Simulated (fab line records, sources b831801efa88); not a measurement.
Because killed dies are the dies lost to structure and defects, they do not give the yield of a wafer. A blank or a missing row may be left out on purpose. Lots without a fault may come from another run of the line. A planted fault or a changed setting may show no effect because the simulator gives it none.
One fault seen from 2 desks / flow sky130 / what lay behind the numbers comes last; until then each desk has only its own

METROLOGY DESK
Means of the sampled wafers that have a number, per lot and without regard to the tool the lot ran on: this is what the gauges read. A lot is out of limits, marked OUT, if its mean lies more than 4 standard deviations from the usual mean; the brackets give that distance.
Columns: A = VT_ADJUST_NCORE_TW at SKY_VT_ADJUST_NCORE_TW_MEAS_11, usual 218; B = cd nm at SKY_VT_ADJUST_HVTR_CD_MEAS_07, usual 380.7 nm; C = METAL1_ALCU_RS at SKY_METAL1_RS_MEAS_05, usual 0.1272 ohm/sq; D = METAL1_ALCU_THK at SKY_METAL1_THK_MEAS_06, usual 248 nm
lot=L921; first seen here=day 9 05:26; A=221; B=382.9; C=0.1271; D=248
lot=L922; first seen here=day 9 13:45; A=221; B=379.0; C=0.1269; D=250
lot=L923; first seen here=day 9 18:36; A=215; B=379.8; C=0.1260; D=252
lot=L927; first seen here=day 11 16:42; A=221; B=383.9; C=0.1285; D=248
lot=L926; first seen here=day 11 17:05; A=213; B=379.1; C=0.1265; D=253
lot=L928; first seen here=day 11 20:38; A=214; B=380.1; C=0.1283; D=246
lot=L929; first seen here=day 12 02:45; A=216; B=379.6; C=0.1247; D=253
lot=L930; first seen here=day 12 06:01; A=220; B=381.0; C=0.1255; D=250
lot=L934; first seen here=day 14 04:50; A=221; B=380.2; C=0.1320; D=241
lot=L940; first seen here=day 15 02:49; A=213; B=379.8; C=0.1279; D=249
lot=L941; first seen here=day 15 05:47; A=221; B=386.4; C=0.1287; D=247
This desk found nothing out of limits on any of the 11 lots.

TOOL OWNER'S DESK, pvd sputter-03
The tool's own readings at SKY_METAL1_SPUTTER_02 (material AlCu, target thk 250 nm, time 13.3 s): means of the sampled wafers that have a number, for each lot that ran on this tool. A lot is out of limits, marked OUT, if its mean lies more than 4 standard deviations from the usual mean; the brackets give that distance.
Columns: A = throttle valve pct at SKY_METAL1_SPUTTER_02, usual 29.9 %
lot=L928; first seen here=day 35 19:30; A=30.6
lot=L930; first seen here=day 35 20:38; A=28.9
lot=L934; first seen here=day 37 06:05; A=31.6
This desk found nothing out of limits on any of the 3 lots.

BROUGHT TOGETHER
Metrology desk: nothing out of limits seen.
The tool owner's desk saw nothing out of limits.

WHAT WAS PUT IN BY THE SIMULATOR
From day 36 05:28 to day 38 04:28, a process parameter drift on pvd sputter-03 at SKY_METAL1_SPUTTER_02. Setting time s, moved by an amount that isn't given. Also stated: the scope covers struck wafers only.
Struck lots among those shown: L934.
